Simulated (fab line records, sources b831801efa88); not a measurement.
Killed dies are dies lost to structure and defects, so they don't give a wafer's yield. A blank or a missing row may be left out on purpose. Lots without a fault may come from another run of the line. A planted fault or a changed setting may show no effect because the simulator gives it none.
A struck lot beside a sound one | flow gf180mcu | 44 steps out of a route of 602
Sound: wafers L235.2, L235.3, L235.6. Struck: wafer L229.6. (L229.2, L229.3 of the same lot were not struck and are left out.) The cause comes at the end.
At each step with rows: each side's tool, then ch and its chambers, then its first start. Under that, the readings that differ: sound wafers | struck wafers | difference of the means | sigmas: that difference in standard deviations of wafers without a fault.
alike: readings whose means differ by less than 2 such deviations, and words and numbers that are the same on both sides. not compared: withheld readings, readings that some wafer has no value for, bounds like >300 that may hide the same value, and numbers for which the record gives no deviation and whose values overlap.
The two part at a step that has a row with sigmas, a row that says differs or no value, or rows on one side only. Numbers that don't overlap but have no deviation are shown without sigmas and don't part them. A reading that every wafer of one side lacks parts them only if that side has two wafers or more.

first, 2 steps without rows for these wafers: GF_V2_STRIP_19 (strips in post etch residue remover, time 1200 s); GF_V2_CLEAN_20 (cleans in DIW).
GF_V2_SPUTTER_21: material Ti, target thk 15 nm, time 80.02 s.
  sound on pvd_sputter-03, day 27 00:13; struck on pvd_sputter-03, day 25 09:19
  alike: throttle_valve_pct
then, 1 step without rows for these wafers: GF_V2_SPUTTER_22 (material TiN, target thk 10 nm, time 40 s).
GF_V2_CVD_23: deposits W, target thk 350 nm, time 104.94 s.
  sound on cvd_w-02 ch 0,1, day 27 00:19; struck on cvd_w-02 ch 1, day 25 09:25
  alike: heater_power_w
GF_V2_RS_MEAS_24: measures by four-point-probe.
  sound on film_metro-04, day 27 00:27; struck on film_metro-01, day 25 09:33
  alike: V2_W_RS
GF_V2_THK_MEAS_25: measures by xrf.
  sound on film_metro-04, day 27 00:34; struck on film_metro-01, day 25 09:40
  alike: V2_W_THK
then, 3 steps without rows for these wafers: GF_V2_CMP_26 (polishes, stops on SiO2, t overpolish 15 s, target thk 0 nm); GF_M3_SPUTTER_00 (material Ti, target thk 37.5 nm, time 150 s); GF_M3_SPUTTER_01 (material TiN, target thk 30 nm, time 25 s).
GF_M3_SPUTTER_02: material AlCu, target thk 450 nm, time 23.9 s.
  sound on pvd_sputter-04, day 27 01:02; struck on pvd_sputter-01, day 25 10:08
  alike: throttle_valve_pct
GF_M3_SPUTTER_03: material Ti, target thk 10 nm, time 6.366 s.
  sound on pvd_sputter-04, day 27 01:04; struck on pvd_sputter-01, day 25 10:10
  alike: throttle_valve_pct
GF_M3_SPUTTER_04: material TiN, target thk 50 nm, time 41.7 s.
  sound on pvd_sputter-04, day 27 01:05; struck on pvd_sputter-01, day 25 10:11
  reading                                | sound             | struck | difference | sigmas
  model.TiN_of_M3_SPUTTER_04.thk_nm (nm) | 48.94 49.91 49.95 | 59.91  | +10.31     |
  alike: throttle_valve_pct
GF_M3_RS_MEAS_05: measures by four-point-probe.
  sound on film_metro-04, day 27 01:09; struck on film_metro-02, day 25 10:15
  alike: M3_ALCU_RS
GF_M3_THK_MEAS_06: measures by xrf.
  sound on film_metro-04, day 27 01:16; struck on film_metro-02, day 25 10:22
  reading          | sound       | struck | difference | sigmas
  M3_ALCU_THK (nm) | 460 456 457 | 445    | -13        | -2
then, 7 steps without rows for these wafers: GF_M3_DEHYDRATE_07 (time 60 s); GF_M3_HMDS_08 (prime time 60 s); GF_M3_COAT_09 (resist thk 1000 nm); GF_M3_SOFTBAKE_10 (time 60 s); GF_M3_EXPOSE_11 (exposes mask Metal3, target cd 280 nm); GF_M3_PEB_12 (peb time 90 s); GF_M3_DEVELOP_13 (develop time 60 s).
GF_M3_CD_MEAS_14: target cd 280 nm.
  sound on cd_sem-02, day 27 21:13; struck on cd_sem-01, day 26 07:31
  alike: cd_nm
GF_M3_OVL_MEAS_15:
  sound on overlay-02, day 27 21:19; struck on overlay-01, day 26 07:37
  alike: M3_OVL
then, 5 steps without rows for these wafers: GF_M3_METAL_ETCH_16 (etches the open film in Cl2/BCl3, stops on SiO2, target depth 627.5 nm, time 104.6 s); GF_M3_STRIP_17 (strips in O2/N2); GF_M3_STRIP_18 (strips in post etch residue remover, time 1200 s); GF_M3_CLEAN_19 (cleans in DIW); GF_V3_CVD_00 (deposits SiO2, target thk 600 nm, time 100 s).
GF_V3_THK_MEAS_01:
  sound on film_metro-03, day 27 22:09; struck on film_metro-01, day 26 08:23
  alike: V3_CVD_00_THK
GF_V3_CVD_02: deposits SiO2 from TEOS, target thk 850 nm, time 94.851 s.
  sound on pecvd-03 ch 1,2, day 27 22:12; struck on pecvd-02 ch 1, day 26 08:26
  alike: heater_power_w
GF_V3_THK_MEAS_03:
  sound on film_metro-03, day 27 22:17; struck on film_metro-03, day 26 08:31
  reading            | sound       | struck | difference | sigmas
  V3_CVD_02_THK (nm) | 839 841 863 | 871    | +23        | +2
then, 1 step without rows for these wafers: GF_V3_CMP_04 (polishes SiO2).
GF_V3_BOW_MEAS_05:
  sound on film_metro-01, day 27 22:49; struck on film_metro-03, day 26 08:53
  alike: V3_BOW
then, 8 steps without rows for these wafers: GF_V3_DEHYDRATE_06 (time 60 s); GF_V3_HMDS_07 (prime time 60 s); GF_V3_COAT_08; GF_V3_COAT_09 (resist thk 1000 nm); GF_V3_SOFTBAKE_10 (time 60 s); GF_V3_EXPOSE_11 (exposes mask Via3, target cd 260 nm); GF_V3_PEB_12 (peb time 90 s); GF_V3_DEVELOP_13 (develop time 60 s).
GF_V3_STRIP_19: strips in post etch residue remover, time 1200 s.
  sound on wet_bench-03 ch 1, day 28 18:47; struck on wet_bench-03 ch 0, day 27 06:08
  reading                                | sound            | struck | difference | sigmas
  model.TiN_of_M3_SPUTTER_04.thk_nm (nm) | 48.09 49.06 49.1 | 59.07  | +10.32     |
-- the record jumps here: 6 days lie between the struck wafers' starts before and after (it left off in module V3 and takes up again in module PASSIVATION, whose first step shown is number 602 of the route) --
GF_PASSIVATION_PROBE_99:
  the record has rows for the struck wafers here (prober-02, day 33 01:33) and none for the sound ones

WHERE THEY PART
First at GF_M3_THK_MEAS_06; last, within this record, at GF_PASSIVATION_PROBE_99.

WHY: what the simulator had put in
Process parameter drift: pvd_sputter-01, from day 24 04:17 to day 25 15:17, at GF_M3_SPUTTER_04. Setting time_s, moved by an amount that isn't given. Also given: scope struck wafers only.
